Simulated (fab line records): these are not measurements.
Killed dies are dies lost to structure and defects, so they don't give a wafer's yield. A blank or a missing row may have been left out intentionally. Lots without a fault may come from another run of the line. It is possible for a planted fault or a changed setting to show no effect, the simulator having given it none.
fab line records	flow sky130
[record] lots = 12	wafers = 36	last_day = 49
route steps=708 shown POLY_CUT@318 METAL4@601 PASSIVATION@684 PAD_OPEN@702
lots that met no fault: taken from a fault-free run of the same line
start_h: hours from the record's opening day to when the first of the lot's shown wafers began	wait_h: hours from the lot's prior step to this one	" same as the row above	L1.1+2: one row covering several wafers at once	- value missing, or start not given	* or withheld: withheld	< > ~ a bound
route shown NAME@n: names a module that has steps shown in the file, with the first one's number in the route	usual: mean/standard deviation of fault-free wafers	same: alike in all rows	chamber/n: place in a boat	sites: the reading at each site	_std_site: standard deviation across them	_edge_site: mean of outer sites minus mean of inner sites	radius_mm: for every site, how far away it sits from the centre of the wafer	mask NAME#n: copy n	behind: the most recent tool/chamber to have shaped the wafer	hold: what put the lot on hold/how long, in hours/how the hold closed	device: transistor that didn't switch, given as n, p or np	end of line: tests run on the same wafers once the route is complete	step lacking rows: just its recipe	killed: dies lost to structure and defects at the first sort, not the wafer's yield	map: shows each die of a wafer: x if killed, . if not, _ if none is there
set.NAME: the setting the step ran with; set.NAME@STEP: the setting that earlier step ran with	model.NAME: the simulator's own value behind a step, which no gauge read
route steps across a sampled set of lots; one table per step, one row per wafer
services: a tool's chamber out of use, with start hour (start_h, from the record's first day; less than 0 if before it), hours out, and reason
[[steps]]
[step SKY_POLY_CUT_ETCH_11]
[recipe] target = Si3N4	chemistry = CF4/CH2F2/Ar	stop_on = poly-Si	source_w = 600	bias_w = 150	pressure_mtorr = 40	cf4_flow_sccm = 40	ch2f2_flow_sccm = 20	Ar_flow_sccm = 150	time_s = 42.5	target_depth_a = 600
[usual] drypump_motor_current_A = 5.7/0.42	oes_product_au = 0.830/0.0065	throttle_valve_pct = 14.994/0.0089
lot.wafer	tool	chamber	start_h	wait_h	drypump_motor_current_A	oes_product_au	rf_hours_counter_h	throttle_valve_pct
L327.1	rie_diel-03	1	562.29	0.0	5.6	0.819	16	14.977
L327.5	"	0	"	"	5.9	0.823	-	15.005
L327.6	"	3	"	"	5.8	0.828	-	14.976
L328.3	rie_diel-03	0	567.93	0.0	5.9	0.831	19	14.995
L328.4	"	2	"	"	4.6	0.837	11	14.985
L328.5	"	2	"	"	4.7	0.825	-	14.998
L331.1	rie_diel-04	2	596.90	0.0	5.8	0.827	4	14.981
L331.2	"	0	"	"	5.7	0.832	10	15.002
L331.4	"	0	"	"	5.6	0.838	-	14.996
L332.1	rie_diel-03	1	600.83	0.0	5.6	0.820	17	15.006
L332.4	"	1	"	"	5.6	0.833	-	14.990
L332.5	"	0	"	"	5.9	0.831	-	14.993
L334.2	rie_diel-01	2	624.90	0.0	5.9	0.824	63	14.996
L334.3	"	1	"	"	5.7	0.834	4	14.996
L334.5	"	2	"	"	5.9	0.836	-	14.990
L335.1	rie_diel-01	0	632.35	0.0	6.0	0.829	16	14.998
L335.2	"	1	"	"	5.6	0.819	5	14.985
L335.4	"	3	"	"	5.6	0.835	7	14.994
L337.4	rie_diel-01	0	646.35	0.0	6.0	0.834	17	14.978
L337.5	"	0	"	"	6.0	0.829	-	14.991
L337.6	"	3	"	"	5.6	0.827	-	14.982
L338.1	rie_diel-03	1	657.84	0.0	5.6	0.824	18	15.016
L338.2	"	0	"	"	5.9	0.823	21	15.019
L338.6	"	1	"	"	5.6	0.813	-	14.992
L340.1	rie_diel-03	2	664.60	0.0	4.6	0.820	13	14.989
L340.3	"	0	"	"	5.9	0.828	21	14.997
L340.4	"	0	"	"	5.9	0.830	-	15.002
L341.1	rie_diel-03	1	685.08	0.0	5.6	0.835	19	14.994
L341.2	"	0	"	"	5.9	0.842	22	14.989
L341.3	"	3	"	"	5.8	0.841	16	14.996
L343.3	rie_diel-01	2	695.89	0.0	5.9	0.829	1	14.993
L343.5	"	0	"	"	6.0	0.844	-	14.991
L343.6	"	2	"	"	5.9	0.841	-	14.985
L344.1	rie_diel-03	1	703.79	0.0	5.6	0.835	20	15.001
L344.3	"	2	"	"	4.7	0.833	14	15.014
L344.6	"	2	"	"	4.6	0.838	-	14.995
[step SKY_METAL4_SPUTTER_03]
[recipe] material = Ti	target_thk_nm = 5	power_w = 3000	time_s = 3.3	chamber_pressure_pa = 0.385
[usual] chamber_pressure_pa = 0.3850/0.00077	throttle_valve_pct = 30.8/1.2
lot.wafer	tool	chamber	start_h	wait_h	chamber_pressure_pa	throttle_valve_pct
L327.1	pvd_sputter-02	-	933.18	0.0	0.3858	30.2
L327.5	"	-	"	"	0.3850	32.0
L327.6	"	-	"	"	0.3847	31.8
L328.3	pvd_sputter-03	-	938.20	0.0	0.3852	31.2
L328.4	"	-	"	"	0.3869	33.0
L328.5	"	-	"	"	0.3863	29.5
L331.1	pvd_sputter-03	-	961.30	0.0	0.3852	29.5
L331.2	"	-	"	"	0.3835	30.8
L331.4	"	-	"	"	0.3841	30.9
L332.1	pvd_sputter-01	-	966.41	0.0	0.3825	32.3
L332.4	"	-	"	"	0.3837	30.3
L332.5	"	-	"	"	0.3825	32.2
L334.2	pvd_sputter-01	-	982.67	0.0	0.3852	32.1
L334.3	"	-	"	"	0.3848	29.9
L334.5	"	-	"	"	0.3850	30.1
L335.1	pvd_sputter-01	-	991.07	0.0	0.3837	30.0
L335.2	"	-	"	"	0.3851	30.1
L335.4	"	-	"	"	0.3872	29.8
L337.4	pvd_sputter-01	-	1005.89	0.0	0.3860	30.1
L337.5	"	-	"	"	0.3845	32.0
L337.6	"	-	"	"	0.3839	30.0
L338.1	pvd_sputter-02	-	1009.67	0.0	0.3846	32.3
L338.2	"	-	"	"	0.3844	29.9
L338.6	"	-	"	"	0.3854	30.4
L340.1	pvd_sputter-03	-	1018.43	0.0	0.3852	31.2
L340.3	"	-	"	"	0.3844	33.1
L340.4	"	-	"	"	0.3848	29.6
L341.1	pvd_sputter-03	-	1033.14	0.0	0.3840	33.1
L341.2	"	-	"	"	0.3847	31.3
L341.3	"	-	"	"	0.3854	29.6
L343.3	pvd_sputter-01	-	1044.86	0.0	0.3848	29.5
L343.5	"	-	"	"	0.3847	30.3
L343.6	"	-	"	"	0.3846	30.0
L344.1	pvd_sputter-01	-	1048.27	0.0	0.3837	30.0
L344.3	"	-	"	"	0.3842	29.5
L344.6	"	-	"	"	0.3856	30.0
[step SKY_PASSIVATION_THK_MEAS_03]
[recipe] reads = Si3N4_of_PASSIVATION_CVD_02
[usual] PASSIVATION_CVD_02_THK = 537/7.3
lot.wafer	tool	chamber	start_h	wait_h	PASSIVATION_CVD_02_THK[nm]
L327.1	film_metro-02	-	1032.26	-	535
L327.5	"	-	"	"	545
L327.6	"	-	"	"	550
L328.3	film_metro-01	-	1036.57	-	532
L328.4	"	-	"	"	542
L328.5	"	-	"	"	540
L331.1	film_metro-01	-	1058.74	-	530
L331.2	"	-	"	"	537
L331.4	"	-	"	"	537
L332.1	film_metro-04	-	1063.36	-	540
L332.4	"	-	"	"	546
L332.5	"	-	"	"	544
L334.2	film_metro-04	-	1076.35	-	537
L334.3	"	-	"	"	532
L334.5	"	-	"	"	534
L335.1	film_metro-01	-	1084.16	-	530
L335.2	"	-	"	"	539
L335.4	"	-	"	"	541
L337.4	film_metro-01	-	1097.45	-	542
L337.5	"	-	"	"	529
L337.6	"	-	"	"	541
L338.1	film_metro-04	-	1102.62	-	534
L338.2	"	-	"	"	535
L338.6	"	-	"	"	551
L340.1	film_metro-01	-	1109.03	-	527
L340.3	"	-	"	"	536
L340.4	"	-	"	"	534
L341.1	film_metro-02	-	1121.67	-	526
L341.2	"	-	"	"	532
L341.3	"	-	"	"	536
L343.3	film_metro-04	-	1132.20	-	529
L343.5	"	-	"	"	540
L343.6	"	-	"	"	542
L344.1	film_metro-04	-	1136.24	-	540
L344.3	"	-	"	"	529
L344.6	"	-	"	"	548
[step SKY_PAD_OPEN_STRIP_08]
[recipe] chemistry = O2/N2	power_w = 1400	pressure_mtorr = 1500	platen_temp_c = withheld	overash_fraction = 0.7	o2_flow_sccm = 3000	n2_flow_sccm = 300
[usual] drypump_motor_current_A = 6.1/0.42	oes_product_au = 0.663/0.0041	strip_time_to_endpoint_s = 37.09/0.099
lot.wafer	tool	chamber	start_h	wait_h	drypump_motor_current_A	oes_product_au	rf_hours_counter_h	strip_time_to_endpoint_s
L327.1	plasma_asher-03	1	1075.02	0.1	6.8	0.655	67	37.15
L327.5	"	1	"	"	6.8	0.662	-	37.09
L327.6	"	0	"	"	5.8	0.664	-	37.02
L328.3	plasma_asher-03	0	1079.99	0.1	5.7	0.662	-	36.94
L328.4	"	1	"	"	6.8	0.663	-	37.06
L328.5	"	1	"	"	6.8	0.663	-	37.07
L331.1	plasma_asher-01	1	1099.67	0.1	6.2	0.666	36	36.92
L331.2	"	0	"	"	5.5	0.671	36	36.99
L331.4	"	1	"	"	6.2	0.661	-	36.84
L332.1	plasma_asher-02	1	1104.69	0.1	6.1	0.660	4	37.09
L332.4	"	1	"	"	6.2	0.666	-	37.36
L332.5	"	0	"	"	6.2	0.666	-	37.16
L334.2	plasma_asher-03	1	1116.52	0.1	6.8	0.662	71	37.14
L334.3	"	1	"	"	6.8	0.663	-	36.98
L334.5	"	0	"	"	5.8	0.662	-	37.10
L335.1	plasma_asher-02	0	1122.60	0.1	6.2	0.662	5	37.09
L335.2	"	1	"	"	6.2	0.656	5	37.11
L335.4	"	0	"	"	6.3	0.662	-	37.06
L337.4	plasma_asher-01	0	1137.35	0.0	5.4	0.672	-	37.01
L337.5	"	0	"	"	5.5	0.669	-	37.02
L337.6	"	1	"	"	6.2	0.660	-	36.99
L338.1	plasma_asher-02	0	1140.19	0.1	6.3	0.661	7	37.04
L338.2	"	1	"	"	6.2	0.670	7	36.99
L338.6	"	1	"	"	6.2	0.664	-	37.03
L340.1	plasma_asher-01	0	1147.27	0.1	5.4	0.667	40	37.14
L340.3	"	0	"	"	5.4	0.661	-	36.96
L340.4	"	1	"	"	6.3	0.659	-	37.08
L341.1	plasma_asher-03	1	1159.02	0.1	6.8	0.658	75	37.12
L341.2	"	0	"	"	5.8	0.654	75	37.22
L341.3	"	1	"	"	6.8	0.660	-	37.02
L343.3	plasma_asher-01	0	1168.90	0.1	5.5	0.664	-	37.10
L343.5	"	0	"	"	5.5	0.672	-	37.04
L343.6	"	1	"	"	6.3	0.657	-	37.04
L344.1	plasma_asher-03	0	1171.52	0.1	5.8	0.667	76	37.04
L344.3	"	0	"	"	5.7	0.665	-	37.17
L344.6	"	0	"	"	5.7	0.660	-	37.07
[step SKY_PAD_OPEN_PROBE_99]
[usual] killed_at_M0_to_M3 = 44/7.4	killed_at_M4_up = 3.2/1.8	killed_at_contacts = 25/5.2	killed_at_front_end = 15/4.5	killed_at_other = 0.2/0.43	killed_dies = 87/9.6	killed_open = 48/7.6	killed_short = 40/5.7
[same] gross_dies = 492	killed_at_back_side = 0
lot.wafer	tool	chamber	start_h	wait_h	hold	killed_at_M0_to_M3	killed_at_M4_up	killed_at_contacts	killed_at_front_end	killed_at_other	killed_dies	killed_open	killed_short
L327.1	prober-01	-	1077.23	0.1	-	49	2	24	7	1	83	47	36
L327.5	prober-01	-	1077.43	0.2	-	45	1	26	10	0	82	43	39
L327.6	prober-01	-	1077.48	0.2	-	45	3	21	18	0	87	39	48
L328.3	prober-02	-	1082.61	0.2	-	33	3	26	21	1	84	51	33
L328.4	prober-02	-	1082.66	0.2	-	36	3	16	12	0	67	35	32
L328.5	prober-02	-	1082.71	0.2	-	49	3	19	11	0	82	50	32
L331.1	prober-01	-	1102.22	0.1	-	37	3	25	20	0	85	53	32
L331.2	prober-01	-	1102.27	0.1	-	39	3	35	16	0	93	44	49
L331.4	prober-01	-	1102.37	0.2	-	39	2	12	12	0	65	36	29
L332.1	prober-02	-	1106.95	0.1	-	47	2	18	15	0	82	39	43
L332.4	prober-02	-	1107.10	0.2	-	48	4	24	12	0	88	44	44
L332.5	prober-02	-	1107.15	0.2	-	41	6	31	20	0	98	54	44
L334.2	prober-02	-	1118.79	0.1	-	40	4	25	14	0	83	49	34
L334.3	prober-02	-	1118.84	0.2	-	35	3	27	29	0	94	57	37
L334.5	prober-02	-	1118.94	0.2	-	32	5	18	22	0	77	38	39
L335.1	prober-01	-	1125.33	0.1	-	43	2	25	20	1	91	54	37
L335.2	prober-01	-	1125.38	0.1	-	43	1	18	11	0	73	41	32
L335.4	prober-01	-	1125.48	0.2	-	40	4	17	19	0	80	39	41
L337.4	prober-01	-	1139.68	0.2	-	64	3	27	14	0	108	66	42
L337.5	prober-01	-	1139.73	0.2	-	35	3	30	12	0	80	38	42
L337.6	prober-01	-	1139.78	0.2	-	43	2	31	10	0	86	44	42
L338.1	prober-02	-	1142.52	0.1	-	40	2	31	11	1	85	52	33
L338.2	prober-02	-	1142.57	0.1	-	56	1	29	15	0	101	57	44
L338.6	prober-02	-	1142.77	0.2	-	53	6	21	16	1	97	49	48
L340.1	prober-02	-	1149.52	0.1	-	49	5	18	18	0	90	46	44
L340.3	prober-02	-	1149.62	0.2	-	53	2	32	16	1	104	54	50
L340.4	prober-02	-	1149.67	0.2	-	43	3	30	22	0	98	47	51
L341.1	prober-01	-	1161.23	0.1	await_dispo/3.0h/release	37	7	20	52	0	116	46	33
L341.2	prober-01	-	1161.28	0.1	await_dispo/3.0h/release	34	5	26	30	0	95	40	40
L341.3	prober-01	-	1161.33	0.2	await_dispo/3.0h/release	32	4	28	42	0	106	30	46
L343.3	prober-01	-	1171.18	0.2	-	44	1	23	13	0	81	36	45
L343.5	prober-01	-	1171.28	0.2	-	44	6	30	17	0	97	57	40
L343.6	prober-01	-	1171.33	0.2	-	46	5	24	9	0	84	56	28
L344.1	prober-02	-	1173.73	0.1	await_dispo/1.0h/release	46	2	24	45	2	119	43	40
L344.3	prober-02	-	1173.83	0.2	await_dispo/1.0h/release	30	5	22	69	0	126	30	35
L344.6	prober-02	-	1173.98	0.2	await_dispo/1.0h/release	38	1	23	71	1	134	48	27
// killed by level:class
L327.1 VIA1:geometric_particle:open=11 CONTACT:geometric_particle:open=9 VIA3:geometric_particle:open=8 CONTACT:geometric_particle:short=7 METAL1:geometric_particle:short=7 VIA2:geometric_particle:open=6 VIA3:geometric_particle:short=6 LI_CONTACT:geometric_particle:open=5
L327.5 CONTACT:geometric_particle:open=9 VIA3:geometric_particle:open=9 CONTACT:geometric_particle:short=7 VIA1:geometric_particle:open=7 VIA2:geometric_particle:open=7 LOCAL_INTERCONNECT:geometric_particle:short=5 METAL1:geometric_particle:short=5 METAL2:geometric_particle:short=5
L327.6 VIA1:geometric_particle:short=11 VIA1:geometric_particle:open=9 VIA3:geometric_particle:open=8 POLY_GATE:geometric_particle:short=6 LI_CONTACT:geometric_particle:open=5 LOCAL_INTERCONNECT:geometric_particle:short=5 METAL1:geometric_particle:short=5 CONTACT:geometric_particle:short=5
L328.3 VIA1:geometric_particle:open=10 CONTACT:geometric_particle:open=9 FIELD_ISO:geometric_particle:open=7 LI_CONTACT:geometric_particle:open=7 VIA2:geometric_particle:open=5 FIELD_ISO:geometric_particle:short=4 LI_CONTACT:geometric_particle:short=4 LOCAL_INTERCONNECT:geometric_particle:short=4
L328.4 VIA1:geometric_particle:open=9 CONTACT:geometric_particle:open=8 METAL1:geometric_particle:short=6 FIELD_ISO:geometric_particle:short=5 LI_CONTACT:geometric_particle:open=5 VIA1:geometric_particle:short=5 VIA2:geometric_particle:short=4 FIELD_ISO:geometric_particle:open=3
L328.5 CONTACT:geometric_particle:open=8 VIA3:geometric_particle:open=8 VIA2:geometric_particle:short=7 VIA1:geometric_particle:open=7 VIA2:geometric_particle:open=7 LI_CONTACT:geometric_particle:open=5 FIELD_ISO:geometric_particle:open=4 METAL2:geometric_particle:short=4
L331.1 CONTACT:geometric_particle:open=10 LI_CONTACT:geometric_particle:open=9 VIA1:geometric_particle:open=7 VIA2:geometric_particle:open=7 FIELD_ISO:geometric_particle:open=5 POLY_GATE:geometric_particle:open=5 VIA1:geometric_particle:short=5 VIA3:geometric_particle:open=4
L331.2 CONTACT:geometric_particle:open=15 VIA1:geometric_particle:open=13 CONTACT:geometric_particle:short=11 METAL1:geometric_particle:short=7 POLY_GATE:geometric_particle:short=6 METAL2:geometric_particle:short=6 FIELD_ISO:geometric_particle:short=5 LI_CONTACT:geometric_particle:open=4
L331.4 VIA1:geometric_particle:open=8 VIA2:geometric_particle:open=7 VIA1:geometric_particle:short=6 VIA3:geometric_particle:open=5 FIELD_ISO:geometric_particle:open=4 CONTACT:geometric_particle:open=4 VIA2:geometric_particle:short=4 POLY_GATE:geometric_particle:short=3
L332.1 METAL1:geometric_particle:short=13 LI_CONTACT:geometric_particle:open=7 CONTACT:geometric_particle:open=6 VIA2:geometric_particle:open=6 POLY_GATE:geometric_particle:short=5 METAL1:geometric_particle:open=5 VIA1:geometric_particle:short=5 METAL2:geometric_particle:short=5
L332.4 VIA1:geometric_particle:short=9 VIA1:geometric_particle:open=9 VIA2:geometric_particle:open=8 LI_CONTACT:geometric_particle:open=7 POLY_GATE:geometric_particle:short=6 VIA3:geometric_particle:open=6 LOCAL_INTERCONNECT:geometric_particle:short=5 CONTACT:geometric_particle:open=5
L332.5 CONTACT:geometric_particle:open=11 VIA2:geometric_particle:open=10 LI_CONTACT:geometric_particle:open=7 METAL1:geometric_particle:short=7 POLY_GATE:geometric_particle:open=6 LOCAL_INTERCONNECT:geometric_particle:short=6 VIA3:geometric_particle:open=6 VIA1:geometric_particle:open=5
L334.2 VIA1:geometric_particle:open=10 CONTACT:geometric_particle:open=9 VIA2:geometric_particle:open=6 LI_CONTACT:geometric_particle:open=5 LOCAL_INTERCONNECT:geometric_particle:short=5 FIELD_ISO:geometric_particle:open=4 POLY_GATE:geometric_particle:open=4 METAL2:geometric_particle:short=4
L334.3 LI_CONTACT:geometric_particle:open=11 POLY_GATE:geometric_particle:short=10 POLY_GATE:geometric_particle:open=9 VIA2:geometric_particle:open=9 CONTACT:geometric_particle:open=7 VIA1:geometric_particle:open=6 VIA3:geometric_particle:open=6 FIELD_ISO:geometric_particle:open=5
L334.5 CONTACT:geometric_particle:open=7 POLY_GATE:geometric_particle:open=6 METAL2:geometric_particle:short=6 VIA2:geometric_particle:open=6 LI_CONTACT:geometric_particle:open=5 METAL4:geometric_particle:short=5 FIELD_ISO:geometric_particle:short=4 VIA3:geometric_particle:short=4
L335.1 VIA1:geometric_particle:open=16 CONTACT:geometric_particle:open=14 POLY_GATE:geometric_particle:short=7 VIA1:geometric_particle:short=7 POLY_GATE:geometric_particle:open=6 VIA2:geometric_particle:open=6 METAL2:geometric_particle:short=5 LI_CONTACT:geometric_particle:open=4
L335.2 VIA1:geometric_particle:open=10 CONTACT:geometric_particle:open=9 VIA2:geometric_particle:open=9 VIA3:geometric_particle:open=6 LI_CONTACT:geometric_particle:short=4 VIA2:geometric_particle:short=4 VIA1:geometric_particle:short=3 POLY_GATE:geometric_particle:short=3
L335.4 VIA2:geometric_particle:open=11 POLY_GATE:geometric_particle:short=9 VIA1:geometric_particle:open=7 FIELD_ISO:geometric_particle:short=5 CONTACT:geometric_particle:open=5 METAL1:geometric_particle:short=5 LI_CONTACT:geometric_particle:open=4 VIA1:geometric_particle:short=4
L337.4 VIA1:geometric_particle:open=19 CONTACT:geometric_particle:open=10 VIA2:geometric_particle:open=9 FIELD_ISO:geometric_particle:open=6 VIA1:geometric_particle:short=6 VIA2:geometric_particle:short=6 METAL2:geometric_particle:short=6 LI_CONTACT:geometric_particle:open=5
L337.5 CONTACT:geometric_particle:open=10 VIA1:geometric_particle:open=9 LI_CONTACT:geometric_particle:open=7 METAL1:geometric_particle:short=7 LOCAL_INTERCONNECT:geometric_particle:short=6 METAL2:geometric_particle:short=6 CONTACT:geometric_particle:short=5 FIELD_ISO:geometric_particle:open=4
L337.6 VIA1:geometric_particle:open=15 CONTACT:geometric_particle:open=10 METAL2:geometric_particle:short=8 LOCAL_INTERCONNECT:geometric_particle:short=7 CONTACT:geometric_particle:short=7 VIA3:geometric_particle:short=6 VIA2:geometric_particle:open=4 VIA3:geometric_particle:open=4
L338.1 CONTACT:geometric_particle:open=13 VIA1:geometric_particle:open=10 VIA2:geometric_particle:open=8 LI_CONTACT:geometric_particle:open=7 CONTACT:geometric_particle:short=6 VIA3:geometric_particle:open=6 LOCAL_INTERCONNECT:geometric_particle:short=5 METAL2:geometric_particle:short=5
L338.2 VIA1:geometric_particle:open=9 CONTACT:geometric_particle:open=9 VIA3:geometric_particle:open=9 FIELD_ISO:geometric_particle:open=8 VIA1:geometric_particle:short=7 LI_CONTACT:geometric_particle:open=6 METAL1:geometric_particle:short=6 VIA2:geometric_particle:open=6
L338.6 VIA1:geometric_particle:open=9 METAL1:geometric_particle:short=9 CONTACT:geometric_particle:open=8 VIA1:geometric_particle:short=6 VIA2:geometric_particle:short=6 LI_CONTACT:geometric_particle:open=5 VIA2:geometric_particle:open=5 FIELD_ISO:geometric_particle:open=4
L340.1 VIA1:geometric_particle:open=14 FIELD_ISO:geometric_particle:short=9 VIA3:geometric_particle:open=8 FIELD_ISO:geometric_particle:open=7 CONTACT:geometric_particle:open=7 METAL2:geometric_particle:short=6 METAL1:geometric_particle:short=5 CONTACT:geometric_particle:short=4
L340.3 CONTACT:geometric_particle:open=11 METAL1:geometric_particle:short=11 LI_CONTACT:geometric_particle:open=10 VIA3:geometric_particle:open=8 METAL2:geometric_particle:short=7 VIA1:geometric_particle:open=7 LOCAL_INTERCONNECT:geometric_particle:short=6 VIA1:geometric_particle:short=6
L340.4 VIA1:geometric_particle:open=9 CONTACT:geometric_particle:short=8 CONTACT:geometric_particle:open=8 METAL1:geometric_particle:short=7 FIELD_ISO:geometric_particle:open=6 POLY_GATE:geometric_particle:short=6 LI_CONTACT:geometric_particle:open=6 METAL2:geometric_particle:short=6
L341.1 POLY_CUT:unspecified=37 VIA1:geometric_particle:open=10 VIA2:geometric_particle:open=8 FIELD_ISO:geometric_particle:open=7 CONTACT:geometric_particle:open=6 CONTACT:geometric_particle:short=4 METAL1:geometric_particle:short=4 METAL2:geometric_particle:short=4
L341.2 POLY_CUT:unspecified=15 CONTACT:geometric_particle:open=12 VIA2:geometric_particle:open=6 LI_CONTACT:geometric_particle:open=5 VIA1:geometric_particle:short=5 VIA3:geometric_particle:open=5 FIELD_ISO:geometric_particle:open=4 METAL4:geometric_particle:short=4
L341.3 POLY_CUT:unspecified=30 LI_CONTACT:geometric_particle:open=8 CONTACT:geometric_particle:open=8 CONTACT:geometric_particle:short=7 VIA1:geometric_particle:open=6 VIA3:geometric_particle:short=6 FIELD_ISO:geometric_particle:short=5 METAL1:geometric_particle:short=4
L343.3 VIA1:geometric_particle:open=8 VIA1:geometric_particle:short=7 FIELD_ISO:geometric_particle:short=6 LI_CONTACT:geometric_particle:open=6 LOCAL_INTERCONNECT:geometric_particle:short=6 CONTACT:geometric_particle:open=6 METAL1:geometric_particle:short=6 VIA2:geometric_particle:open=4
L343.5 LI_CONTACT:geometric_particle:open=11 VIA3:geometric_particle:open=11 CONTACT:geometric_particle:open=10 VIA1:geometric_particle:open=8 METAL2:geometric_particle:short=6 VIA2:geometric_particle:open=5 METAL4:geometric_particle:short=5 FIELD_ISO:geometric_particle:open=4
L343.6 VIA1:geometric_particle:open=14 CONTACT:geometric_particle:open=11 METAL1:geometric_particle:short=10 VIA3:geometric_particle:open=6 LI_CONTACT:geometric_particle:open=5 VIA2:geometric_particle:open=5 SPACER:geometric_particle:open=4 METAL2:geometric_particle:short=4
L344.1 POLY_CUT:unspecified=36 CONTACT:geometric_particle:open=10 VIA1:geometric_particle:open=9 VIA2:geometric_particle:open=9 LI_CONTACT:geometric_particle:open=5 METAL2:geometric_particle:short=5 METAL1:geometric_particle:short=4 METAL3:geometric_particle:short=4
L344.3 POLY_CUT:unspecified=61 VIA1:geometric_particle:open=8 LOCAL_INTERCONNECT:geometric_particle:short=7 CONTACT:geometric_particle:open=7 METAL2:geometric_particle:short=6 VIA2:geometric_particle:open=5 VIA1:geometric_particle:short=4 METAL4:geometric_particle:short=4
L344.6 POLY_CUT:unspecified=59 CONTACT:geometric_particle:open=8 LI_CONTACT:geometric_particle:open=7 VIA1:geometric_particle:open=7 VIA2:geometric_particle:open=6 VIA3:geometric_particle:open=5 METAL2:geometric_particle:short=4 METAL1:geometric_particle:short=4
[[services]]
tool	chamber	start_h	hours	kind
plasma_asher-01	-	578.55	27.1	pm
rie_diel-03	3	594.02	6.8	repair
rie_diel-03	2	608.93	3.3	repair
rie_diel-03	0	634.86	5.1	repair
rie_diel-03	3	643.73	24.0	repair
rie_diel-03	2	650.29	4.8	repair
rie_diel-01	-	651.28	14.6	pm
pvd_sputter-01	-	666.98	31.8	repair
plasma_asher-03	-	717.15	5.1	repair
plasma_asher-03	-	792.98	1.7	repair
plasma_asher-03	-	860.50	2.3	repair
pvd_sputter-01	-	894.88	70.8	repair
rie_diel-03	3	934.45	3.5	repair
rie_diel-03	-	978.99	2.0	repair
rie_diel-03	-	984.03	2.1	repair
rie_diel-03	3	1002.94	18.6	repair
pvd_sputter-01	-	1007.28	4.8	repair
rie_diel-03	2	1013.79	1.8	repair
rie_diel-03	2	1025.93	4.0	repair
rie_diel-03	0	1037.84	11.7	repair
pvd_sputter-01	-	1096.99	7.6	repair
rie_diel-03	-	1137.45	15.6	pm
pvd_sputter-01	-	1142.75	1.0	repair
rie_diel-03	-	1153.05	14.6	pm
[[key]]
[first_sign] step = SKY_PAD_OPEN_PROBE_99	reading = killed_at_front_end	direction = up	sigmas = 8.1	usual = 15	struck = 52
[effect] step = SKY_PAD_OPEN_PROBE_99	reading = killed_dies	direction = up	sigmas = 3	usual = 87	struck = 116	wafers_moved = 5
met_at SKY_POLY_CUT_ETCH_11
struck_lots L341,L344
tester_left_out L341,L344
not_acting_at SKY_METAL4_SPUTTER_03,SKY_PASSIVATION_THK_MEAS_03,SKY_PAD_OPEN_STRIP_08
onset_between 664.60 685.08
[fault] kind = chamber_particle_source	tool = rie_diel-03	chamber = -	onset_h = 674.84	steps = SKY_POLY_CUT_ETCH_11	rate_per_visit_cm2 = 1.1517	end_h = 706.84
// tester_left_out: of these lots the tester's yield and bins aren't shown, on N5 and GAA mostly nor the transistor test; their killed dies are dies lost to structure and defects alone, not to doping, threshold or leakage, so they don't give the yield
